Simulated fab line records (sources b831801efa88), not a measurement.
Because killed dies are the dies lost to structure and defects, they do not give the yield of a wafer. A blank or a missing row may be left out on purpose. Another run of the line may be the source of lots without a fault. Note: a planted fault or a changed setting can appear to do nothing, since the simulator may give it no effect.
Which tool was responsible? :: flow gf180mcu :: 13 lots, 39 wafers sampled, at 4 steps of a route of 602

## WHAT THE GAUGES READ, wafer by wafer
GF_HV_LDD_OVL_MEAS_32.
lot: L408
measured: day 11 07:02
on: overlay-01
HV_LDD_02_OVL (nm): 0.7 0.3 -0.3

lot: L409
measured: day 11 17:20
on: overlay-02
HV_LDD_02_OVL (nm): 1.1 -0.2 -0.7

lot: L410
measured: day 12 02:34
on: overlay-02
HV_LDD_02_OVL (nm): 1.5 0.2 2.1

lot: L411
measured: day 12 10:11
on: overlay-01
HV_LDD_02_OVL (nm): 0.8 -0.1 0.1

lot: L412
measured: day 12 16:56
on: overlay-02
HV_LDD_02_OVL (nm): 1.0 2.2 1.3

lot: L413
measured: day 13 06:02
on: overlay-01
HV_LDD_02_OVL (nm): -0.5 1.9 1.9

lot: L424
measured: day 16 22:47
on: overlay-01
HV_LDD_02_OVL (nm): 2.8 -0.4 1.7

lot: L425
measured: day 17 10:08
on: overlay-01
HV_LDD_02_OVL (nm): -0.1 -1.5 -0.4

lot: L426
measured: day 17 15:26
on: overlay-02
HV_LDD_02_OVL (nm): 0.0 -1.4 0.2

lot: L427
measured: day 17 20:14
on: overlay-02
HV_LDD_02_OVL (nm): 0.0 -1.1 -0.2

lot: L428
measured: day 18 03:56
on: overlay-02
HV_LDD_02_OVL (nm): -0.9 0.2 -1.5

lot: L429
measured: day 18 12:21
on: overlay-01
HV_LDD_02_OVL (nm): 0.1 2.3 0.2

lot: L431
measured: day 19 07:29
on: overlay-02
HV_LDD_02_OVL (nm): -0.3 0.9 1.1

GF_NSD_CD_MEAS_07 targets a cd of 400 nm.
lot: L408
measured: day 13 02:55
on: cd_sem-02
cd_nm (nm): 396.5 397.9 397.8

lot: L409
measured: day 13 12:11
on: cd_sem-01
cd_nm (nm): 398.7 397.3 398.3

lot: L410
measured: day 13 22:07
on: cd_sem-02
cd_nm (nm): 395.3 395.3 396.3

lot: L411
measured: day 14 05:28
on: cd_sem-02
cd_nm (nm): 400.2 399.5 397.1

lot: L412
measured: day 14 13:55
on: cd_sem-02
cd_nm (nm): 402.1 401.4 401.5

lot: L413
measured: day 15 02:35
on: cd_sem-01
cd_nm (nm): 401.9 399.2 399.6

lot: L424
measured: day 19 00:37
on: cd_sem-02
cd_nm (nm): 398.9 398.3 398.3

lot: L425
measured: day 19 13:53
on: cd_sem-01
cd_nm (nm): 401.2 399.8 401.1

lot: L426
measured: day 19 18:58
on: cd_sem-01
cd_nm (nm): 400.7 400.6 398.9

lot: L427
measured: day 19 23:26
on: cd_sem-02
cd_nm (nm): 400.2 399.6 400.9

lot: L428
measured: day 20 08:20
on: cd_sem-01
cd_nm (nm): 399.1 398.6 400.9

lot: L429
measured: day 20 17:10
on: cd_sem-02
cd_nm (nm): 398.4 399.7 399.4

lot: L431
measured: day 21 11:28
on: cd_sem-02
cd_nm (nm): 397.4 397.4 396.2

GF_SAB_CD_MEAS_09 targets a cd of 420 nm.
lot: L408
measured: day 14 20:35
on: cd_sem-02
cd_nm (nm): 417.5 418.7 418.1

lot: L409
measured: day 15 07:01
on: cd_sem-01
cd_nm (nm): 423.4 423.1 421.3

lot: L410
measured: day 15 17:09
on: cd_sem-01
cd_nm (nm): 416.0 416.6 417.5

lot: L411
measured: day 16 01:01
on: cd_sem-02
cd_nm (nm): 424.5 422.4 422.3

lot: L412
measured: day 16 10:57
on: cd_sem-01
cd_nm (nm): 418.4 419.3 418.9

lot: L413
measured: day 17 00:08
on: cd_sem-02
cd_nm (nm): 418.9 417.9 419.4

lot: L424
measured: day 21 01:51
on: cd_sem-01
cd_nm (nm): 421.3 421.0 422.0

lot: L425
measured: day 21 15:01
on: cd_sem-01
cd_nm (nm): 420.9 422.4 419.8

lot: L426
measured: day 21 20:40
on: cd_sem-02
cd_nm (nm): 421.1 419.9 422.4

lot: L427
measured: day 22 00:08
on: cd_sem-02
cd_nm (nm): 421.7 419.4 419.2

lot: L428
measured: day 22 09:04
on: cd_sem-02
cd_nm (nm): 419.6 422.8 418.9

lot: L429
measured: day 22 18:01
on: cd_sem-02
cd_nm (nm): 419.5 419.5 418.5

lot: L431
measured: day 23 11:01
on: cd_sem-01
cd_nm (nm): 417.1 420.1 420.2

## WHICH TOOL RAN EACH LOT (tool, then ch and the chambers of the sampled wafers, then the start)
lot: L408
GF_LVPWELL_EXPOSE_04: iline_stepper-01 ch 0, day 3 14:27

lot: L409
GF_LVPWELL_EXPOSE_04: iline_stepper-01 ch 0, day 3 19:38

lot: L410
GF_LVPWELL_EXPOSE_04: iline_stepper-01 ch 0, day 4 01:38

lot: L411
GF_LVPWELL_EXPOSE_04: iline_stepper-01 ch 0, day 4 05:50

lot: L412
GF_LVPWELL_EXPOSE_04: iline_stepper-01 ch 0, day 4 11:31

lot: L413
GF_LVPWELL_EXPOSE_04: iline_stepper-01 ch 0, day 4 18:08

lot: L424
GF_LVPWELL_EXPOSE_04: iline_stepper-01 ch 0, day 7 08:58

lot: L425
GF_LVPWELL_EXPOSE_04: iline_stepper-02 ch 0, day 7 13:04

lot: L426
GF_LVPWELL_EXPOSE_04: iline_stepper-01 ch 0, day 7 19:50

lot: L427
GF_LVPWELL_EXPOSE_04: iline_stepper-01 ch 0, day 7 23:59

lot: L428
GF_LVPWELL_EXPOSE_04: iline_stepper-01 ch 0, day 8 05:23

lot: L429
GF_LVPWELL_EXPOSE_04: iline_stepper-01 ch 0, day 8 12:31

lot: L431
GF_LVPWELL_EXPOSE_04: iline_stepper-01 ch 0, day 9 02:59
- GF_LVPWELL_EXPOSE_04: exposes mask LVPWELL, target cd 600 nm.

## WHAT THE TOOLS THEMSELVES READ (means of the sampled wafers that have a number; where no wafer has one, the mark that the record gives instead)
The record holds no such reading with a usual standard deviation.

## THE ANSWER, worked out from the rows above alone
Rule: the lots themselves supply what counts as usual. Put in order of their means at a reading, lots are off if they are a third of the lots or fewer, leave a main group of 4 or more, and stand apart from it by a gap of 3 or more times the standard deviation of the main group's means; of several such gaps the widest counts. The tables above print the reading to a certain number of digits; a main group whose means all agree to those digits is not used. A lot without any number at a reading at which 4 lots or more have one is off too. All remaining lots with rows at the step are treated as sound. The gauges are gone through in route order, then the tools' own readings, and for those a lot's mean is taken as printed above. At the first step where some lot is off, the reading lying furthest off is the one used; lots without a number count as furthest.
Nothing can be told from this: no lot is off at any reading shown.

## WHAT HAD BEEN PUT IN BY THE SIMULATOR
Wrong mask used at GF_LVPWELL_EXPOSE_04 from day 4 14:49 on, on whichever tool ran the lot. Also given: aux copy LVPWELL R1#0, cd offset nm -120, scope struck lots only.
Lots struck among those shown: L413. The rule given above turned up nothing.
